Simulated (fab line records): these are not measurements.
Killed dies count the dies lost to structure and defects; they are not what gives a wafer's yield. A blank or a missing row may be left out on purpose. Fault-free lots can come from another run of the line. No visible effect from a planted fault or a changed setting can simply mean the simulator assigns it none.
fab line records	flow sky130	part 1 of 2: steps 1 to 42 of 43
record: lots: 6	wafers: 18	lastDay: 50
route steps=708 shown METAL2@491 VIA2@507 METAL3@532 PAD_OPEN@708
lots untouched by any fault: they come from a run of this same line in which no faults occurred
startH: the number of hours between the record's first day and the start of the first shown wafer of the lot	waitH: how many hours have passed since the lot's step before this one	" the same as in the row above	L1.1+2: one row covering several wafers at once	- no value, or no start given	* or withheld: withheld	< > ~ a bound
route shown NAME@n: NAME is a module with steps in the file, n the number in the route of the first one	usual: mean/standard deviation taken from wafers without a fault	same: alike in all rows	chamber/n: place in a boat	sites: readings site by site	_std_site: standard deviation of those values	_edge_site: inner sites' mean taken away from outer sites' mean	radiusMm: for every site, how far away it sits from the centre of the wafer	mask NAME#n: copy n	behind: the most recent tool/chamber to have shaped the wafer	hold: why the lot went on hold/how many hours it stayed there/how the hold came to an end	device: transistor that didn't switch, given as n, p or np	end of line: at the end of the route, the tests of the same wafers	where a step has no rows: the recipe by itself	killed: count of dies lost to structure and defects at first sort (not the wafer's yield)	map: shows each die of a wafer: x if killed, . if not, _ if none is there
set.NAME: the setting as run; set.NAME@STEP: as run at that earlier step	model.NAME: the simulator's own value behind a step, which no gauge read
a table for each step, a row for each wafer; lots at some steps of the route
services: the hour from which a tool's chamber was out of use, counted from the record's first day as startH (under 0 if before that day), plus the number of hours and why
== steps ==
step: SKY_METAL2_HMDS_08
recipe: primeTimeS: 60	primeTempC: 120
step: SKY_METAL2_COAT_09
recipe: resist: BARC	tempC: withheld	timeS: withheld	spinRpm: 3000	resistThkNm: 60
step: SKY_METAL2_COAT_10
recipe: resist: KrF-thick	spinRpm: 3000	resistThkNm: 450
step: SKY_METAL2_SOFTBAKE_11
recipe: tempC: 100	timeS: 90	resist: KrF-thick
step: SKY_METAL2_EXPOSE_12
recipe: maskId: MM2	na: 0.8	sourceShape: annular	sigmaInner: 0.55	sigmaOuter: 0.85	targetCdNm: 140	doseMj: 28
step: SKY_METAL2_PEB_13
recipe: pebTempC: withheld	pebTimeS: withheld	resist: KrF-thick
step: SKY_METAL2_DEVELOP_14
recipe: developTimeS: 60	resist: KrF-thick	devTempC: 21
step: SKY_METAL2_CD_MEAS_15
recipe: targetCdNm: 140
usual: cdNm: 140.3/1.3
lot.wafer	tool	chamber	startH	waitH	cdNm
L882.4	cdSem-02	-	847.60	-	141.7
L882.5	"	-	"	"	142.7
L882.6	"	-	"	"	141.7
L885.1	cdSem-01	-	864.14	-	141.6
L885.4	"	-	"	"	141.5
L885.5	"	-	"	"	140.9
L890.1	cdSem-02	-	901.36	-	142.3
L890.4	"	-	"	"	143.6
L890.5	"	-	"	"	143.0
L892.2	cdSem-02	-	948.82	-	143.0
L892.4	"	-	"	"	141.5
L892.5	"	-	"	"	141.8
L901.1	cdSem-02	-	983.26	-	139.9
L901.2	"	-	"	"	139.6
L901.3	"	-	"	"	140.7
L902.2	cdSem-02	-	990.88	-	139.5
L902.3	"	-	"	"	140.2
L902.4	"	-	"	"	140.1
step: SKY_METAL2_OVL_MEAS_16
usual: METAL2_OVL: -2/7.1
lot.wafer	tool	chamber	startH	waitH	METAL2_OVL[nm]
L882.4	overlay-01	-	847.68	0.1	-5
L882.5	"	-	"	"	-6
L882.6	"	-	"	"	-6
L885.1	overlay-01	-	864.26	0.1	-7
L885.4	"	-	"	"	-6
L885.5	"	-	"	"	-10
L890.1	overlay-02	-	901.48	0.1	-7
L890.4	"	-	"	"	4
L890.5	"	-	"	"	6
L892.2	overlay-01	-	948.92	0.1	-3
L892.4	"	-	"	"	-11
L892.5	"	-	"	"	-16
L901.1	overlay-01	-	983.38	0.1	-5
L901.2	"	-	"	"	1
L901.3	"	-	"	"	2
L902.2	overlay-01	-	990.99	0.1	-9
L902.3	"	-	"	"	-10
L902.4	"	-	"	"	-3
step: SKY_METAL2_DESCUM_17
recipe: chemistry: O2	sourcePowerW: 150	biasPowerW: 0	pressureMtorr: 10	tempC: 40	timeS: 8
step: SKY_METAL2_ETCH_18
recipe: chemistry: N2/H2	target: BARC	ionEnergyEv: 200	biasW: 100	pressureMtorr: 30	n2FlowSccm: 100	h2FlowSccm: 200	icpW: 500	stopOn: SiO2	timeS: 45.9	targetDepthA: 600
step: SKY_METAL2_METAL_ETCH_19
recipe: targetDepthA: 3600	stopOn: SiO2	overEtchFrac: 0.3	timeS: 78	chemistry: Cl2/BCl3	resistSidewallDeg: 88	pressureMtorr: 10	icpW: 900	biasW: 48.5	Cl2_flow_sccm: 60	bcl3FlowSccm: 30
step: SKY_METAL2_STRIP_20
recipe: chemistry: O2/N2	powerW: 1400	pressureMtorr: 1500	platenTempC: withheld	o2FlowSccm: 3000	n2FlowSccm: 300	overashFraction: 0.5
usual: drypumpMotorCurrentA: 5.9/0.45	o2FlowSccm: 3000/8.6	oesProductAu: 0.343/0.0049	stripTimeToEndpointS: 2.70/0.045
lot.wafer	tool	chamber	startH	waitH	drypumpMotorCurrentA	o2FlowSccm	oesProductAu	rfHoursCounterH	stripTimeToEndpointS
L882.4	plasmaAsher-04	1	847.92	0.1	5.4	3010	0.339	-	2.65
L882.5	"	1	"	"	5.4	3003	0.337	-	2.68
L882.6	"	0	"	"	6.1	2992	0.344	-	2.71
L885.1	plasmaAsher-03	1	864.49	0.1	5.7	3013	0.344	101	2.74
L885.4	"	0	"	"	5.7	2997	0.345	-	2.71
L885.5	"	1	"	"	5.7	2993	0.344	-	2.71
L890.1	plasmaAsher-02	0	901.70	0.1	6.8	3017	0.338	47	2.73
L890.4	"	1	"	"	5.8	2992	0.344	-	2.66
L890.5	"	0	"	"	6.8	3013	0.337	-	2.73
L892.2	plasmaAsher-03	1	949.14	0.1	5.7	2993	0.336	110	2.73
L892.4	"	1	"	"	5.7	2993	0.349	-	2.76
L892.5	"	1	"	"	5.7	2979	0.354	-	2.75
L901.1	plasmaAsher-04	0	983.60	0.1	6.0	3005	0.340	22	2.75
L901.2	"	1	"	"	5.4	3009	0.333	22	2.65
L901.3	"	0	"	"	6.1	3013	0.347	-	2.74
L902.2	plasmaAsher-04	0	991.20	0.1	6.0	3000	0.338	23	2.63
L902.3	"	0	"	"	6.0	2990	0.342	-	2.69
L902.4	"	1	"	"	5.4	3008	0.337	-	2.60
step: SKY_METAL2_STRIP_21
recipe: chemistry: postEtchResidueRemover	timeS: 1200	tempC: 72.5
step: SKY_METAL2_CLEAN_22
recipe: chemistry: IPA	timeS: 180	tempC: 25
step: SKY_METAL2_CLEAN_23
recipe: chemistry: O3/DIW	dry: n2Spin
step: SKY_VIA2_HDPCVD_00
recipe: material: SiO2	targetThkNm: 1180	sigmaOpenFrac: 0.3	timeS: 196.7	tempC: 400	sih4FlowSccm: 60	pressureMtorr: 6
step: SKY_VIA2_THK_MEAS_01
recipe: reads: SiO2_of_VIA2_HDPCVD_00
usual: VIA2_HDPCVD_THK: 1175/21
lot.wafer	tool	chamber	startH	waitH	VIA2_HDPCVD_THK[nm]
L882.4	filmMetro-01	-	848.73	0.0	1164
L882.5	"	-	"	"	1180
L882.6	"	-	"	"	1170
L885.1	filmMetro-02	-	865.21	0.1	1158
L885.4	"	-	"	"	1158
L885.5	"	-	"	"	1164
L890.1	filmMetro-02	-	902.42	0.1	1171
L890.4	"	-	"	"	1165
L890.5	"	-	"	"	1177
L892.2	filmMetro-02	-	949.86	0.1	1166
L892.4	"	-	"	"	1189
L892.5	"	-	"	"	1158
L901.1	filmMetro-04	-	984.33	0.1	1158
L901.2	"	-	"	"	1160
L901.3	"	-	"	"	1176
L902.2	filmMetro-02	-	991.93	0.1	1181
L902.3	"	-	"	"	1146
L902.4	"	-	"	"	1150
step: SKY_VIA2_CMP_02
recipe: material: SiO2	downForcePsi: 4	platenRpm: 60	padVelocityMS: 0.94248
usual: edgeZonePressureFrac: 0.999/0.0049	motorCurrentA: 12.7/0.94
lot.wafer	tool	chamber	startH	waitH	edgeZonePressureFrac	motorCurrentA
L882.4	cmp-01	2	848.91	0.2	0.991	11.7
L882.6	"	3	"	"	1.003	13.5
L882.5	"	0	"	"	0.998	14.9
L885.4	cmp-02	3	865.27	0.0	1.002	12.9
L885.1	"	0	"	"	0.997	12.3
L885.5	"	0	"	"	0.997	12.7
L890.1	cmp-01	3	902.50	0.1	0.991	13.4
L890.4	"	0	"	"	0.992	12.8
L890.5	"	0	"	"	0.999	14.0
L892.4	cmp-02	3	949.91	0.0	1.004	11.5
L892.2	"	0	"	"	0.990	13.1
L892.5	"	3	"	"	0.998	12.5
L901.3	cmp-02	1	984.44	0.1	1.003	13.0
L901.1	"	2	"	"	1.006	11.5
L901.2	"	3	"	"	0.998	12.8
L902.2	cmp-01	1	991.98	0.0	1.001	13.7
L902.3	"	2	"	"	0.993	11.2
L902.4	"	3	"	"	1.005	13.7
step: SKY_VIA2_BOW_MEAS_03
recipe: mode: bow
usual: VIA2_BOW: 87/6.9
lot.wafer	tool	chamber	startH	waitH	VIA2_BOW[um]
L882.4	filmMetro-04	-	849.12	0.2	80
L882.5	"	-	"	"	87
L882.6	"	-	"	"	86
L885.1	filmMetro-04	-	865.57	0.2	87
L885.4	"	-	"	"	88
L885.5	"	-	"	"	95
L890.1	filmMetro-04	-	902.80	0.2	82
L890.4	"	-	"	"	86
L890.5	"	-	"	"	91
L892.2	filmMetro-01	-	950.23	0.2	94
L892.4	"	-	"	"	91
L892.5	"	-	"	"	89
L901.1	filmMetro-02	-	984.69	0.1	84
L901.2	"	-	"	"	84
L901.3	"	-	"	"	87
L902.2	filmMetro-01	-	992.30	0.3	83
L902.3	"	-	"	"	88
L902.4	"	-	"	"	92
step: SKY_VIA2_DEHYDRATE_04
recipe: tempC: 200	timeS: 60
step: SKY_VIA2_HMDS_05
recipe: primeTimeS: 60	primeTempC: 120
step: SKY_VIA2_COAT_06
recipe: resist: BARC	tempC: withheld	timeS: withheld	spinRpm: 3000	resistThkNm: 60
step: SKY_VIA2_COAT_07
recipe: resist: KrF-thick	spinRpm: 3000	resistThkNm: 450
step: SKY_VIA2_SOFTBAKE_08
recipe: tempC: 100	timeS: 90	resist: KrF-thick
step: SKY_VIA2_EXPOSE_09
recipe: maskId: VIM2	na: 0.8	sourceShape: annular	sigmaInner: 0.55	sigmaOuter: 0.85	targetCdNm: 200	doseMj: 38
step: SKY_VIA2_PEB_10
recipe: pebTempC: withheld	pebTimeS: withheld	resist: KrF-thick
step: SKY_VIA2_DEVELOP_11
recipe: developTimeS: 60	resist: KrF-thick	devTempC: 21
step: SKY_VIA2_CD_MEAS_12
recipe: targetCdNm: 200
usual: cdNm: 200.0/1.1
lot.wafer	tool	chamber	startH	waitH	cdNm
L882.4	cdSem-01	-	874.92	-	200.7
L882.5	"	-	"	"	200.9
L882.6	"	-	"	"	200.7
L885.1	cdSem-01	-	891.42	-	199.7
L885.4	"	-	"	"	197.7
L885.5	"	-	"	"	198.1
L890.1	cdSem-01	-	928.56	-	198.2
L890.4	"	-	"	"	198.6
L890.5	"	-	"	"	199.2
L892.2	cdSem-02	-	975.19	-	200.7
L892.4	"	-	"	"	200.2
L892.5	"	-	"	"	200.3
L901.1	cdSem-02	-	1008.15	-	200.7
L901.2	"	-	"	"	199.1
L901.3	"	-	"	"	200.8
L902.2	cdSem-01	-	1015.84	-	199.2
L902.3	"	-	"	"	198.1
L902.4	"	-	"	"	200.4
step: SKY_VIA2_OVL_MEAS_13
usual: VIA2_OVL: -1/5.1
lot.wafer	tool	chamber	startH	waitH	VIA2_OVL[nm]
L882.4	overlay-01	-	875.00	0.1	-11
L882.5	"	-	"	"	6
L882.6	"	-	"	"	-2
L885.1	overlay-01	-	891.54	0.1	5
L885.4	"	-	"	"	1
L885.5	"	-	"	"	5
L890.1	overlay-01	-	928.68	0.1	0
L890.4	"	-	"	"	1
L890.5	"	-	"	"	3
L892.2	overlay-02	-	975.29	0.1	0
L892.4	"	-	"	"	-1
L892.5	"	-	"	"	-5
L901.1	overlay-01	-	1008.27	0.1	-9
L901.2	"	-	"	"	2
L901.3	"	-	"	"	-5
L902.2	overlay-01	-	1015.94	0.1	7
L902.3	"	-	"	"	3
L902.4	"	-	"	"	7
step: SKY_VIA2_ETCH_14
recipe: chemistry: N2/H2	target: BARC	ionEnergyEv: 200	sourceW: 500	biasW: 100	pressureMtorr: 30	n2FlowSccm: 100	h2FlowSccm: 200	stopOn: SiO2	timeS: 45.9	targetDepthA: 600
usual: drypumpMotorCurrentA: 5.6/0.48	oesProductAu: 0.854/0.0048	throttleValvePct: 13.225/0.0097
lot.wafer	tool	chamber	startH	waitH	drypumpMotorCurrentA	oesProductAu	rfHoursCounterH	throttleValvePct
L882.4	rieDiel-02	2	875.02	0.0	5.2	0.853	8	13.240
L882.5	"	2	"	"	5.1	0.848	-	13.247
L882.6	"	1	"	"	5.8	0.853	-	13.228
L885.1	rieDiel-03	1	891.57	0.0	6.1	0.853	16	13.229
L885.4	"	3	"	"	6.1	0.859	3	13.235
L885.5	"	1	"	"	6.1	0.853	-	13.224
L890.1	rieDiel-02	3	928.72	0.0	6.2	0.853	10	13.236
L890.4	"	0	"	"	5.0	0.855	11	13.222
L890.5	"	1	"	"	5.8	0.854	-	13.241
L892.2	rieDiel-03	3	975.32	0.0	6.1	0.857	6	13.220
L892.4	"	1	"	"	6.1	0.861	18	13.235
L892.5	"	3	"	"	6.1	0.847	-	13.234
L901.1	rieDiel-03	3	1008.30	0.0	6.1	0.859	6	13.226
L901.2	"	0	"	"	5.1	0.862	5	13.240
L901.3	"	2	"	"	6.2	0.854	9	13.249
L902.2	rieDiel-01	1	1015.97	0.0	5.3	0.851	16	13.235
L902.3	"	2	"	"	6.2	0.853	22	13.219
L902.4	"	0	"	"	5.4	0.848	15	13.237
step: SKY_VIA2_ETCH_15
recipe: target: SiO2	chemistry: C4F8/O2/Ar	targetDepthNm: 546	stopOn: TiN	maskMaterial: KrF-thick	sourceW: 1500	biasW: 1200	pressureMtorr: 40	c4f8FlowSccm: withheld	O2_flow_sccm: 6	Ar_flow_sccm: 300	timeS: 84
usual: oesProductAu: 0.939/0.0049
lot.wafer	tool	chamber	startH	waitH	oesProductAu	rfHoursCounterH
L882.4	rieDiel-02	2	875.06	0.0	0.935	8
L882.5	"	2	"	"	0.933	-
L882.6	"	1	"	"	0.948	-
L885.1	rieDiel-03	1	891.61	0.0	0.933	16
L885.4	"	3	"	"	0.931	3
L885.5	"	1	"	"	0.928	-
L890.1	rieDiel-02	3	928.76	0.0	0.943	10
L890.4	"	0	"	"	0.943	11
L890.5	"	1	"	"	0.939	-
L892.2	rieDiel-03	3	975.36	0.0	0.935	6
L892.4	"	1	"	"	0.939	18
L892.5	"	3	"	"	0.931	-
L901.1	rieDiel-03	3	1008.34	0.0	0.940	6
L901.2	"	0	"	"	0.935	5
L901.3	"	2	"	"	0.941	9
L902.2	rieDiel-01	1	1016.01	0.0	0.932	16
L902.3	"	2	"	"	0.941	22
L902.4	"	0	"	"	0.941	15
step: SKY_VIA2_STRIP_16
recipe: chemistry: O2/N2	powerW: 1400	pressureMtorr: 1500	platenTempC: withheld	o2FlowSccm: 3000	n2FlowSccm: 300	overashFraction: 0.5
usual: drypumpMotorCurrentA: 5.9/0.47	o2FlowSccm: 2999/7.9	oesProductAu: 0.398/0.0048	stripTimeToEndpointS: 4.04/0.041
lot.wafer	tool	chamber	startH	waitH	drypumpMotorCurrentA	o2FlowSccm	oesProductAu	rfHoursCounterH	stripTimeToEndpointS
L882.4	plasmaAsher-01	0	875.15	0.1	5.9	3013	0.400	-	4.08
L882.5	"	0	"	"	5.9	3014	0.401	-	4.05
L882.6	"	1	"	"	5.2	3009	0.391	-	4.01
L885.1	plasmaAsher-03	0	891.68	0.0	5.7	2996	0.396	104	4.03
L885.4	"	1	"	"	5.7	3002	0.400	-	4.03
L885.5	"	0	"	"	5.7	2990	0.401	-	4.04
L890.1	plasmaAsher-03	0	928.82	0.0	5.7	2998	0.402	108	4.09
L890.4	"	0	"	"	5.7	3000	0.403	-	4.02
L890.5	"	0	"	"	5.7	3009	0.399	-	4.00
L892.2	plasmaAsher-03	1	975.43	0.0	5.7	2993	0.386	113	4.04
L892.4	"	0	"	"	5.7	2992	0.391	-	4.02
L892.5	"	1	"	"	5.7	3009	0.396	-	4.01
L901.1	plasmaAsher-03	1	1008.41	0.0	5.7	2994	0.399	116	3.98
L901.2	"	0	"	"	5.7	3000	0.399	116	4.01
L901.3	"	1	"	"	5.7	2993	0.399	-	4.05
L902.2	plasmaAsher-03	1	1016.08	0.0	5.7	2992	0.402	117	4.05
L902.3	"	1	"	"	5.7	3001	0.400	-	4.05
L902.4	"	0	"	"	5.7	2998	0.405	-	4.14
step: SKY_VIA2_STRIP_17
recipe: chemistry: postEtchResidueRemover	timeS: 1200	tempC: 72.5
step: SKY_VIA2_CLEAN_18
recipe: chemistry: IPA	timeS: 180	tempC: 25
step: SKY_VIA2_CLEAN_19
recipe: chemistry: O3/DIW	dry: n2Spin
step: SKY_VIA2_SPUTTER_20
recipe: material: TiN	targetThkNm: 20	chamberPressurePa: 5	powerW: 4000	timeS: 80
step: SKY_VIA2_CVD_21
recipe: material: W	targetThkNm: 420	timeS: 126.4	tempC: 400	pressureTorr: 40
step: SKY_VIA2_RS_MEAS_22
recipe: thkMeasGauge: four-point-probe	reads: W_of_VIA2_CVD_21+TiN_of_VIA2_SPUTTER_20
usual: VIA2_W_RS: 0.271/0.0049
lot.wafer	tool	chamber	startH	waitH	VIA2_W_RS[ohm/sq]
L882.4	filmMetro-04	-	875.96	0.1	0.270
L882.5	"	-	"	"	0.274
L882.6	"	-	"	"	0.272
L885.1	filmMetro-02	-	892.50	0.1	0.272
L885.4	"	-	"	"	0.276
L885.5	"	-	"	"	0.274
L890.1	filmMetro-01	-	929.60	0.1	0.272
L890.4	"	-	"	"	0.267
L890.5	"	-	"	"	0.270
L892.2	filmMetro-04	-	976.33	0.2	0.272
L892.4	"	-	"	"	0.272
L892.5	"	-	"	"	0.261
L901.1	filmMetro-04	-	1009.19	0.1	0.272
L901.2	"	-	"	"	0.258
L901.3	"	-	"	"	0.272
L902.2	filmMetro-02	-	1016.92	0.1	0.271
L902.3	"	-	"	"	0.267
L902.4	"	-	"	"	0.268
step: SKY_VIA2_THK_MEAS_23
recipe: thkMeasGauge: xrf	reads: W_of_VIA2_CVD_21
usual: VIA2_W_THK: 436/8.7
lot.wafer	tool	chamber	startH	waitH	VIA2_W_THK[nm]
L882.4	filmMetro-04	-	876.05	0.1	436
L882.5	"	-	"	"	427
L882.6	"	-	"	"	433
L885.1	filmMetro-02	-	892.62	0.1	431
L885.4	"	-	"	"	424
L885.5	"	-	"	"	430
L890.1	filmMetro-01	-	929.72	0.1	432
L890.4	"	-	"	"	440
L890.5	"	-	"	"	435
L892.2	filmMetro-04	-	976.44	0.1	438
L892.4	"	-	"	"	439
L892.5	"	-	"	"	459
L901.1	filmMetro-04	-	1009.31	0.1	435
L901.2	"	-	"	"	458
L901.3	"	-	"	"	435
L902.2	filmMetro-02	-	1017.03	0.1	433
L902.3	"	-	"	"	440
L902.4	"	-	"	"	436
step: SKY_VIA2_CMP_24
recipe: stopOn: SiO2	tOverpolishS: 20	downForcePsi: 3.5	platenRpm: 60	targetThkNm: 0	padVelocityMS: 0.94248
usual: edgeZonePressureFrac: 1.000/0.005	motorCurrentA: 11.8/0.95	overpolishRunS: 20.000/0.0092	timeToEndpointS: 103/5.3
lot.wafer	tool	chamber	startH	waitH	edgeZonePressureFrac	motorCurrentA	overpolishRunS	timeToEndpointS
L882.4	cmp-01	2	876.23	0.2	1.005	10.1	20.001	104
L882.6	"	3	"	"	0.999	11.9	19.984	101
L882.5	"	0	"	"	0.997	12.6	19.998	96
L885.4	cmp-02	3	892.68	0.0	1.001	11.6	20.010	100
L885.1	"	0	"	"	1.001	11.8	20.007	96
L885.5	"	0	"	"	0.999	11.5	19.996	97
L890.4	cmp-02	0	929.78	0.0	1.003	11.4	19.977	101
L890.1	"	3	"	"	0.998	11.1	20.005	100
L890.5	"	1	"	"	1.013	11.8	19.997	114
L892.4	cmp-01	1	977.40	0.9	0.996	12.9	20.001	107
L892.2	"	0	"	"	1.005	12.9	20.010	96
L892.5	"	1	"	"	0.992	13.5	19.996	110
L901.2	cmp-01	2	1009.37	0.0	0.992	10.4	19.979	109
L901.1	"	0	"	"	0.995	13.2	19.987	97
L901.3	"	1	"	"	1.009	13.6	20.010	111
L902.2	cmp-02	3	1017.08	0.0	1.000	11.5	19.981	99
L902.4	"	0	"	"	0.996	11.4	19.993	99
L902.3	"	1	"	"	1.002	12.2	20.003	108
step: SKY_METAL3_SPUTTER_00
recipe: material: Ti	targetThkNm: 15	powerW: 3000	timeS: 10	chamberPressurePa: 0.4
